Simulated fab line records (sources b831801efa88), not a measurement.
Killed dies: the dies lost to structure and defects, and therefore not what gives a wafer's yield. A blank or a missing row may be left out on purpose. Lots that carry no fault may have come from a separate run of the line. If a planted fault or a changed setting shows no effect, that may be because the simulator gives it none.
Which tool did it? | flow gf180mcu | 12 lots with 36 wafers sampled at 6 steps, on a route of 602 steps

## WHAT THE GAUGES SHOWED, per wafer
GF_NWELL_TW_MEAS_11. Usual: for NWELL_TW the level is 1569 and the standard deviation is 7.5.
lot  | measured    | on            | NWELL_TW       | flag
L402 | day 3 08:13 | film metro-04 | 1563 1560 1566 |
L403 | day 3 13:32 | film metro-03 | 1573 1562 1568 |
L405 | day 4 00:28 | film metro-04 | 1557 1560 1559 |
L407 | day 4 10:58 | film metro-03 | 1568 1568 1572 |
L408 | day 4 16:54 | film metro-03 | 1566 1574 1573 |
L412 | day 5 15:47 | film metro-02 | 1579 1580 1575 |
L413 | day 5 21:08 | film metro-03 | 1575 1567 1579 |
L415 | day 6 07:34 | film metro-03 | 1578 1576 1575 |
L416 | day 6 12:44 | film metro-04 | 1743 1732 1743 | OFF
L417 | day 6 18:28 | film metro-02 | 1567 1578 1571 |
L418 | day 6 22:52 | film metro-03 | 1742 1732 1747 | OFF
L421 | day 7 16:04 | film metro-04 | 1572 1570 1567 |

GF_VT_IMPLANT_RS_MEAS_47: uses a four-point probe to measure. Usual: for NWELL_RS the level is 487.9 ohm/sq and the standard deviation is 1.1.
lot  | measured     | on            | NWELL_RS (ohm/sq) | flag
L402 | day 7 13:04  | film metro-02 | 487.7 489.4 487.4 |
L403 | day 7 20:02  | film metro-02 | 489.0 487.4 488.1 |
L405 | day 8 08:55  | film metro-03 | 487.6 488.6 489.6 |
L407 | day 8 21:46  | film metro-04 | 488.0 486.3 487.2 |
L408 | day 9 05:36  | film metro-04 | 489.0 488.3 488.7 |
L412 | day 10 07:57 | film metro-02 | 487.7 486.6 487.4 |
L413 | day 10 14:35 | film metro-02 | 488.9 487.5 486.8 |
L415 | day 11 02:10 | film metro-03 | 487.2 488.0 488.0 |
L416 | day 11 09:31 | film metro-03 | 648.2 648.5 647.9 | OFF
L417 | day 11 17:47 | film metro-02 | 490.1 489.4 488.8 |
L418 | day 11 21:55 | film metro-03 | 646.2 648.3 647.3 | OFF
L421 | day 12 21:03 | film metro-04 | 487.8 487.9 486.8 |

GF_HV_LDD_TW_MEAS_11. Usual: for HV_LDD_TW the level is 2407 and the standard deviation is 22.
lot  | measured     | on            | HV_LDD_TW      | flag
L402 | day 10 06:57 | film metro-03 | 2425 2416 2428 |
L403 | day 10 07:16 | film metro-03 | 2419 2424 2420 |
L405 | day 11 00:59 | film metro-04 | 2368 2355 2363 |
L407 | day 11 11:36 | film metro-04 | 2366 2372 2373 |
L408 | day 12 00:47 | film metro-02 | 2402 2398 2424 |
L412 | day 13 00:02 | film metro-04 | 2403 2415 2397 |
L413 | day 13 11:21 | film metro-03 | 2422 2429 2428 |
L415 | day 13 21:20 | film metro-03 | 2433 2433 2442 |
L416 | day 14 04:59 | film metro-04 | 2380 2385 2388 |
L417 | day 14 15:42 | film metro-03 | 2437 2431 2442 |
L418 | day 14 19:06 | film metro-02 | 2432 2423 2421 |
L421 | day 15 19:52 | film metro-04 | 2400 2408 2410 |

GF_HV_LDD_OVL_MEAS_47. Usual: for HV_LDD_03_OVL the level is 0.5 nm and the standard deviation is 1.5.
lot  | measured     | on         | HV_LDD_03_OVL (nm) | flag
L402 | day 12 15:24 | overlay-02 | 2.0 2.9 2.7        |
L403 | day 12 16:43 | overlay-01 | -2.3 -0.8 -1.9     |
L405 | day 13 11:34 | overlay-01 | 0.2 0.1 0.4        |
L407 | day 13 22:43 | overlay-01 | -0.4 -0.4 0.5      |
L408 | day 14 14:46 | overlay-01 | 0.1 0.3 2.0        |
L412 | day 15 15:59 | overlay-01 | 0.1 1.2 0.8        |
L413 | day 16 04:21 | overlay-01 | -1.9 -0.5 -2.1     |
L415 | day 16 15:12 | overlay-02 | 0.3 -0.4 1.3       |
L416 | day 16 22:46 | overlay-02 | -0.3 -1.7 0.3      |
L417 | day 17 08:19 | overlay-01 | -1.1 -1.3 0.5      |
L418 | day 17 11:49 | overlay-01 | -0.2 0.4 -0.2      |
L421 | day 18 15:41 | overlay-02 | -1.2 -0.9 -1.4     |

## WHICH TOOL RAN EACH LOT (tool, then ch and the chambers of the sampled wafers, then the start)
lot  | GF_NWELL_IMPLANT_08            | GF_DUAL_GATE_STRIP_13
L402 | implanter-04 ch 0, day 3 07:50 | plasma asher-03 ch 0,1, day 8 12:07
L403 | implanter-04 ch 0, day 3 13:10 | plasma asher-02 ch 0,1, day 8 16:05
L405 | implanter-04 ch 0, day 4 00:04 | plasma asher-03 ch 0,1, day 9 03:34
L407 | implanter-01 ch 0, day 4 10:35 | plasma asher-03 ch 0,1, day 9 17:28
L408 | implanter-03 ch 0, day 4 16:28 | plasma asher-04 ch 0,1, day 10 05:16
L412 | implanter-01 ch 0, day 5 15:23 | plasma asher-03 ch 0,1, day 11 03:57
L413 | implanter-04 ch 0, day 5 20:46 | plasma asher-04 ch 0,1, day 11 11:35
L415 | implanter-04 ch 0, day 6 07:11 | plasma asher-04 ch 0,1, day 11 23:22
L416 | implanter-04 ch 0, day 6 12:20 | plasma asher-04 ch 0, day 12 06:07
L417 | implanter-01 ch 0, day 6 18:04 | plasma asher-03 ch 0,1, day 12 15:24
L418 | implanter-04 ch 0, day 6 22:29 | plasma asher-02 ch 0, day 12 19:12
L421 | implanter-03 ch 0, day 7 15:43 | plasma asher-03 ch 0,1, day 13 19:57
- GF_NWELL_IMPLANT_08
- GF_DUAL_GATE_STRIP_13: strips in O2/N2.

## WHAT THE TOOLS THEMSELVES READ (means of the sampled wafers that have a number; where no wafer has one, the mark that the record gives instead)
GF_NWELL_IMPLANT_08. Usual: tilt deg -0.003 degrees, standard deviation 0.02.
lot  | tool         | tilt deg (degrees) | flag
L402 | implanter-04 | 0.031              |
L403 | implanter-04 | 0.007              |
L405 | implanter-04 | 0.015              |
L407 | implanter-01 | -0.009             |
L408 | implanter-03 | -0.007             |
L412 | implanter-01 | 0.005              |
L413 | implanter-04 | -0.001             |
L415 | implanter-04 | -0.003             |
L416 | implanter-04 | 4.866              | OFF
L417 | implanter-01 | 0.029              |
L418 | implanter-04 | 4.872              | OFF
L421 | implanter-03 | -0.026             |

GF_DUAL_GATE_STRIP_13. Usual: drypump motor current A 5.9 A, standard deviation 0.53; heater power w 310 W, standard deviation 34; n2 flow sccm 299.9 sccm, standard deviation 0.95; oes product au 0.715 a.u., standard deviation 0.0048; strip time to endpoint s 12.64 s, standard deviation 0.036.
lot  | tool            | drypump motor current A (A) | heater power w (W) | n2 flow sccm (sccm) | oes product au (a.u.) | strip time to endpoint s (s) | flag
L402 | plasma asher-03 | 6.1                         | 322                | 300.6               | 0.717                 | 12.65                        |
L403 | plasma asher-02 | 5.7                         | 324                | 299.7               | 0.710                 | 12.61                        |
L405 | plasma asher-03 | 6.1                         | 326                | 300.4               | 0.718                 | 12.69                        |
L407 | plasma asher-03 | 6.1                         | 320                | 300.6               | 0.713                 | 12.65                        |
L408 | plasma asher-04 | 5.7                         | 287                | 301.0               | 0.714                 | 12.62                        |
L412 | plasma asher-03 | 6.2                         | 323                | 300.7               | 0.718                 | 12.64                        |
L413 | plasma asher-04 | 5.2                         | 290                | 299.4               | 0.708                 | 12.64                        |
L415 | plasma asher-04 | 5.2                         | 293                | 299.4               | 0.714                 | 12.65                        |
L416 | plasma asher-04 | 4.8                         | 293                | 299.1               | 0.714                 | 12.63                        |
L417 | plasma asher-03 | 6.1                         | 328                | 299.4               | 0.718                 | 12.64                        |
L418 | plasma asher-02 | 6.4                         | 337                | 299.6               | 0.716                 | 12.67                        |
L421 | plasma asher-03 | 6.1                         | 293                | 300.5               | 0.714                 | 12.65                        |

## THE ANSWER, worked out from the rows above alone
Rule: take the mean of a lot's wafers that have a number; if it is more than 3 standard deviations from the usual mean, the lot is off. Also off: a lot with no number at a reading for which 4 or more lots have one. All remaining lots with rows at the step are treated as sound. First the gauges in route order, then the tools' own readings, where a lot's mean is used as printed above. The first step at which some lot is off is used, and at that step the reading that is off furthest; a lot without a number counts as furthest.
Off: L416, L418, at GF_NWELL_TW_MEAS_11 (NWELL_TW).
If a tool, at a process step before that reading, ran all the lots that are off and no sound lot after the first of them, it fits. The gauges at GF_NWELL_TW_MEAS_11 aren't tried: what is off there is off at GF_NWELL_IMPLANT_08 too, on other tools, and a gauge's error can't cause that. One fits: implanter-04 at GF_NWELL_IMPLANT_08. A fault onset in the window from L415 (day 6 07:11, its last sound lot) to L416 (day 6 12:20, its first lot off) fits.
The tool's own readings at GF_NWELL_IMPLANT_08 bear it out: on the lots that are off they differ by more than 5 times the standard deviation of the sound lots' means. tilt deg reads 4.869 degrees there against 0.004 degrees on the sound lots.

## WHAT HAD BEEN PUT IN BY THE SIMULATOR
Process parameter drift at GF_NWELL_IMPLANT_08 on implanter-04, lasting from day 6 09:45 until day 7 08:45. Setting tilt deg, moved by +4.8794, from 0. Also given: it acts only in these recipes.
Shown lots that were struck: L416, L418. The same result came from the rule above.
